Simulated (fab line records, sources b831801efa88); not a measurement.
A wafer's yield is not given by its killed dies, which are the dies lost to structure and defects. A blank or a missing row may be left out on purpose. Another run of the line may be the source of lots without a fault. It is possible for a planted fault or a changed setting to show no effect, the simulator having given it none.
The same fault as seen by 2 desks -- flow sky130 -- each desk holds nothing but its own numbers, with what lay behind them at the end

AT THE METROLOGY DESK
What the gauges read, lot by lot, whatever tool the lot ran on: means of the sampled wafers that have a number. Marked OUT: a lot whose mean sits more than 4 standard deviations from the usual mean, which makes it out of limits; the brackets give that distance.
Columns: A = DNWELL_TW at SKY_DNWELL_TW_MEAS_09, usual 1112; B = NWELL_00_OVL at SKY_NWELL_OVL_MEAS_10, usual -0.6 nm; C = VT_ADJUST_PCH_OVL at SKY_VT_ADJUST_PCH_OVL_MEAS_07, usual -0.9 nm
lot,first seen here,A,B,C
L116,day 3 05:49,1113,-1.0,-1.6
L117,day 3 11:00,1127,-2.4,0.8
L118,day 3 18:12,1113,-2.5,-0.6
L119,day 3 22:29,1104,-1.6,0.2
L121,day 4 09:29,1115,-1.9,-0.9
L123,day 4 19:40,1116,0.7,-2.3
L126,day 5 06:55,1123,0.3,-0.8
L127,day 5 16:26,1120,-1.0,-2.0
L131,day 6 14:38,1103,-1.3,-1.6
L133,day 7 06:25,1102,0.7,-2.4
L135,day 7 13:05,1096,-1.2,2.0
L136,day 7 15:56,1120,0.7,-2.4
L137,day 8 13:05,1123,0.8,-1.7
L139,day 8 14:34,1114,-2.8,-0.1
This desk's verdict: no lot among the 14 shows anything out of limits.

FOR THE TOOL OWNER'S DESK: implanter-03
The tool's own readings at SKY_LDD_N_IMPLANT_10, given as means over the sampled wafers that have a number, one for each lot that went through this tool. Marked OUT: a lot whose mean sits more than 4 standard deviations from the usual mean, which makes it out of limits; the brackets give that distance.
Columns: A = dose-ions-cm2 at SKY_LDD_N_IMPLANT_10, usual 7.499e+13; B = faraday-current-uA at SKY_LDD_N_IMPLANT_10, usual 423
lot,first seen here,A,B
L117,day 18 03:14,7.499e+13,424
L119,day 18 16:32,7.506e+13,427
L123,day 20 09:03,7.933e+13 (+59) OUT,449
L126,day 21 03:17,7.940e+13 (+60) OUT,446
L133,day 24 10:27,7.504e+13,427
L135,day 24 19:31,7.504e+13,423
L137,day 26 07:26,7.495e+13,424
This desk finds L123, L126 out of limits, L123 being first, at day 20 09:03 (dose-ions-cm2 at SKY_LDD_N_IMPLANT_10). In limits: L117, L119, L133, L135, L137.

ALL TOGETHER
On L123, L126, at day 20 09:03, an alarm was possible from the tool owner's desk.
At the metrology desk, nothing out of limits was observed.
The metrology desk holds a record of L123, L126, inside its limits.
The lots listed all ran SKY_LDD_N_IMPLANT_10 on implanter-03.

WHAT THE SIMULATOR HAD INSERTED
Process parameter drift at SKY_LDD_N_IMPLANT_10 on implanter-03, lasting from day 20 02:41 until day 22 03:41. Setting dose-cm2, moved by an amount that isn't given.
Lots struck among those shown: L123, L126.
Delay in hours, fault start to first out-of-limits reading, by desk: the tool owner's desk at 6.
